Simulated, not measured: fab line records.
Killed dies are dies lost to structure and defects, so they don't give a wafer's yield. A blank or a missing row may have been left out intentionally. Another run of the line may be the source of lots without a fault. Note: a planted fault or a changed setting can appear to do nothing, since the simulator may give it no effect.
fab line records ; flow gf180mcu
[record] lots = 5; wafers = 15; last_day = 34
route steps=602 shown DNWELL@33
lots with no fault: from the same line, run without faults
start_h: the number of hours between the record's first day and the start of the first shown wafer of the lot ; wait_h: hours elapsed since this lot's preceding step ; " identical to the entry in the row above ; L1.1+2: several wafers, shown together as one row ; - no value present, or no start provided ; * or withheld: withheld ; < > ~ a bound
route shown NAME@n: NAME is a module with steps in the file, n the number in the route of the first one ; usual: the fault-free wafers' mean and standard deviation ; same: alike in all rows ; chamber/n: place in a boat ; sites: per-site readings ; _std_site: the values' standard deviation ; _edge_site: inner sites' mean taken away from outer sites' mean ; radius_mm: how far each site lies from the wafer's centre ; mask NAME#n: copy n ; behind: the tool/chamber that last shaped the wafer ; hold: reason for holding the lot/hours on hold/outcome of the hold ; device: which transistor (n, p or np) failed to switch ; end of line: at the end of the route, the tests of the same wafers ; step lacking rows: just its recipe ; killed: count of dies lost to structure and defects at first sort (not the wafer's yield) ; map: dies across one wafer; x = killed, . = not, _ = none there
set.NAME: the setting that was run; set.NAME@STEP: the one run at that earlier step ; model.NAME: the simulator's own value behind a step, which no gauge read
lots at selected steps of the route; one table per step, one row per wafer
services: the hour from which a tool's chamber was out of use, counted from the record's first day as start_h (under 0 if before that day), plus the number of hours and why
[[steps]]
[step GF_DNWELL_HMDS_01]
[recipe] prime_time_s = 60; prime_temp_c = 120
[usual] chill_plate_temp_C = 22.99/0.094
lot.wafer;tool;chamber;start_h;wait_h;chill_plate_temp_C
L076.2;litho_track-04;0;47.58;0.1;23.01
L076.5;litho_track-04;0;47.58;0.1;23.04
L076.6;litho_track-04;0;47.58;0.1;22.99
L079.2;litho_track-01;0;61.71;0.1;22.85
L079.4;litho_track-01;0;61.71;0.1;23.01
L079.6;litho_track-01;0;61.71;0.1;22.89
L092.2;litho_track-01;0;131.65;0.1;22.97
L092.4;litho_track-01;0;131.65;0.1;22.93
L092.5;litho_track-01;0;131.65;0.1;22.94
L095.2;litho_track-02;0;145.58;0.1;23.17
L095.4;litho_track-02;0;145.58;0.1;23.21
L095.5;litho_track-02;0;145.58;0.1;23.16
L097.1;litho_track-02;0;157.90;0.1;22.98
L097.2;litho_track-02;0;157.90;0.1;22.90
L097.3;litho_track-02;0;157.90;0.1;23.06
[step GF_DNWELL_COAT_02]
[recipe] spin_rpm = 2000; resist_thk_nm = 3000
[usual] chill_plate_temp_C = 23.00/0.11
lot.wafer;tool;chamber;start_h;wait_h;chill_plate_temp_C
L076.2;litho_track-04;0;47.73;0.1;22.99
L076.5;litho_track-04;0;47.73;0.1;23.02
L076.6;litho_track-04;0;47.73;0.1;23.08
L079.2;litho_track-01;0;61.86;0.1;22.93
L079.4;litho_track-01;0;61.86;0.1;23.01
L079.6;litho_track-01;0;61.86;0.1;22.93
L092.2;litho_track-01;0;131.80;0.1;23.24
L092.4;litho_track-01;0;131.80;0.1;22.94
L092.5;litho_track-01;0;131.80;0.1;23.04
L095.2;litho_track-02;0;145.73;0.1;22.83
L095.4;litho_track-02;0;145.73;0.1;22.96
L095.5;litho_track-02;0;145.73;0.1;22.82
L097.1;litho_track-02;0;158.05;0.1;23.13
L097.2;litho_track-02;0;158.05;0.1;23.08
L097.3;litho_track-02;0;158.05;0.1;23.02
[step GF_DNWELL_SOFTBAKE_03]
[recipe] temp_c = 110; time_s = withheld
[usual] chill_plate_temp_C = 23.00/0.095
lot.wafer;tool;chamber;start_h;wait_h;chill_plate_temp_C
L076.2;litho_track-04;0;47.89;0.1;23.00
L076.5;litho_track-04;0;47.89;0.1;23.07
L076.6;litho_track-04;0;47.89;0.1;22.96
L079.2;litho_track-01;0;62.01;0.1;23.16
L079.4;litho_track-01;0;62.01;0.1;22.81
L079.6;litho_track-01;0;62.01;0.1;22.90
L092.2;litho_track-01;0;131.96;0.1;22.85
L092.4;litho_track-01;0;131.96;0.1;22.96
L092.5;litho_track-01;0;131.96;0.1;23.05
L095.2;litho_track-02;0;145.89;0.1;22.88
L095.4;litho_track-02;0;145.89;0.1;22.99
L095.5;litho_track-02;0;145.89;0.1;23.03
L097.1;litho_track-02;0;158.20;0.1;23.18
L097.2;litho_track-02;0;158.20;0.1;23.16
L097.3;litho_track-02;0;158.20;0.1;22.98
[step GF_DNWELL_EXPOSE_04]
[recipe] mask_id = DNWELL; target_cd_nm = 1700; na = 0.6; source_shape = conventional; sigma_outer = 0.6; dose_mj = 263.8
lot.wafer;tool;chamber;start_h;wait_h;mask
L076.2+5+6;iline_stepper-02;0;-;-;DNWELL#0
L079.2+4+6;iline_stepper-01;0;-;-;DNWELL#0
L092.2+4+5;iline_stepper-02;0;-;-;DNWELL#0
L095.2+4+5;iline_stepper-01;0;-;-;DNWELL#0
L097.1+2+3;iline_stepper-02;0;-;-;DNWELL#0
[step GF_DNWELL_PEB_05]
[recipe] temp_c = 115; time_s = withheld
[usual] chill_plate_temp_C = 22.99/0.1
lot.wafer;tool;chamber;start_h;wait_h;chill_plate_temp_C
L076.2;litho_track-04;0;-;-;22.93
L076.5;litho_track-04;0;-;-;23.08
L076.6;litho_track-04;0;-;-;22.89
L079.2;litho_track-02;0;-;-;22.91
L079.4;litho_track-02;0;-;-;22.85
L079.6;litho_track-02;0;-;-;22.95
L092.2;litho_track-01;0;-;-;23.08
L092.4;litho_track-01;0;-;-;23.02
L092.5;litho_track-01;0;-;-;22.88
L095.2;litho_track-04;0;-;-;23.09
L095.4;litho_track-04;0;-;-;23.15
L095.5;litho_track-04;0;-;-;23.19
L097.1;litho_track-01;0;-;-;23.01
L097.2;litho_track-01;0;-;-;23.03
L097.3;litho_track-01;0;-;-;22.87
[step GF_DNWELL_DEVELOP_06]
[recipe] wall_angle_deg = 90; develop_time_s = 60; dev_temp_c = 23
[usual] chill_plate_temp_C = 23.02/0.094
lot.wafer;tool;chamber;start_h;wait_h;chill_plate_temp_C
L076.2;litho_track-04;0;-;-;23.09
L076.5;litho_track-04;0;-;-;23.10
L076.6;litho_track-04;0;-;-;23.00
L079.2;litho_track-02;0;-;-;23.17
L079.4;litho_track-02;0;-;-;23.02
L079.6;litho_track-02;0;-;-;23.01
L092.2;litho_track-01;0;-;-;22.92
L092.4;litho_track-01;0;-;-;22.94
L092.5;litho_track-01;0;-;-;22.85
L095.2;litho_track-04;0;-;-;22.97
L095.4;litho_track-04;0;-;-;23.01
L095.5;litho_track-04;0;-;-;22.89
L097.1;litho_track-01;0;-;-;22.93
L097.2;litho_track-01;0;-;-;23.05
L097.3;litho_track-01;0;-;-;22.99
[step GF_DNWELL_IMPLANT_07]
[recipe] species = P; energy_kev = 1500; dose_cm2 = 1e+13; tilt_deg = 0
[usual] end_station_pressure_torr = 5.02e-06/3e-07
lot.wafer;tool;chamber;start_h;wait_h;end_station_pressure_torr
L076.2;implanter-04;0;54.13;-;5.29e-06
L076.5;implanter-04;0;54.13;-;4.75e-06
L076.6;implanter-04;0;54.13;-;5.13e-06
L079.2;implanter-03;0;68.53;-;5.73e-06
L079.4;implanter-03;0;68.53;-;5.18e-06
L079.6;implanter-03;0;68.53;-;5.58e-06
L092.2;implanter-01;0;139.70;-;5.85e-06
L092.4;implanter-01;0;139.70;-;5.06e-06
L092.5;implanter-01;0;139.70;-;5.7e-06
L095.2;implanter-04;0;153.68;-;5.23e-06
L095.4;implanter-04;0;153.68;-;5.03e-06
L095.5;implanter-04;0;153.68;-;4.87e-06
L097.1;implanter-04;0;166.18;-;5.37e-06
L097.2;implanter-04;0;166.18;-;4.89e-06
L097.3;implanter-04;0;166.18;-;4.93e-06
[step GF_DNWELL_STRIP_08]
[recipe] chemistry = O2/N2; power_w = 1400; pressure_mtorr = 1500; platen_temp_c = 250; o2_flow_sccm = 3000; n2_flow_sccm = 300; overash_fraction = 0.5
[usual] chamber_pressure_mTorr = 1500.0/1.4; drypump_motor_current_A = 5.7/0.35; heater_power_w = 341/32; oes_product_au = 0.722/0.0047; strip_time_to_endpoint_s = 36.94/0.099
lot.wafer;tool;chamber;start_h;wait_h;chamber_pressure_mTorr;drypump_motor_current_A;heater_power_w;oes_product_au;rf_hours_counter_h;strip_time_to_endpoint_s
L076.2;plasma_asher-04;0;54.26;0.1;1500.2;5.5;342;0.722;42;36.88
L076.5;plasma_asher-04;1;54.26;0.1;1501.3;5.4;338;0.718;-;36.78
L076.6;plasma_asher-04;0;54.26;0.1;1500.8;5.5;352;0.719;-;36.87
L079.2;plasma_asher-02;0;68.65;0.1;1499.3;6.1;310;0.718;45;37.06
L079.4;plasma_asher-02;0;68.65;0.1;1498.3;6.2;307;0.732;-;37.08
L079.6;plasma_asher-02;1;68.65;0.1;1501.4;5.4;336;0.717;-;37.09
L092.2;plasma_asher-02;0;139.83;0.1;1500.4;6.1;306;0.726;53;36.98
L092.4;plasma_asher-02;1;139.83;0.1;1497.8;5.4;333;0.711;-;36.94
L092.5;plasma_asher-02;0;139.83;0.1;1497.7;6.2;307;0.725;-;36.95
L095.2;plasma_asher-02;1;153.81;0.1;1501.5;5.4;334;0.721;55;36.91
L095.4;plasma_asher-02;1;153.81;0.1;1497.6;5.3;333;0.718;-;36.85
L095.5;plasma_asher-02;1;153.81;0.1;1499.4;5.3;345;0.719;-;36.86
L097.1;plasma_asher-02;1;166.33;0.1;1499.0;5.3;338;0.724;56;36.90
L097.2;plasma_asher-02;0;166.33;0.1;1500.3;6.2;302;0.723;56;36.92
L097.3;plasma_asher-02;0;166.33;0.1;1497.5;6.1;300;0.716;-;36.87
[[services]]
tool;chamber;start_h;hours;kind
plasma_asher-04;-;37.59;2.0;repair
implanter-01;-;39.44;4.7;pm
iline_stepper-01;-;59.66;1.7;pm
iline_stepper-02;-;81.50;4.4;pm
iline_stepper-02;-;85.95;1.7;pm
implanter-04;-;86.74;4.7;pm
implanter-03;-;89.57;1.8;repair
implanter-03;-;93.58;2.7;repair
plasma_asher-02;-;95.40;3.9;repair
implanter-03;-;98.49;5.2;pm
plasma_asher-04;-;101.13;15.6;pm
implanter-01;-;118.82;2.9;repair
plasma_asher-04;-;150.77;9.4;repair
[[key]]
fault none
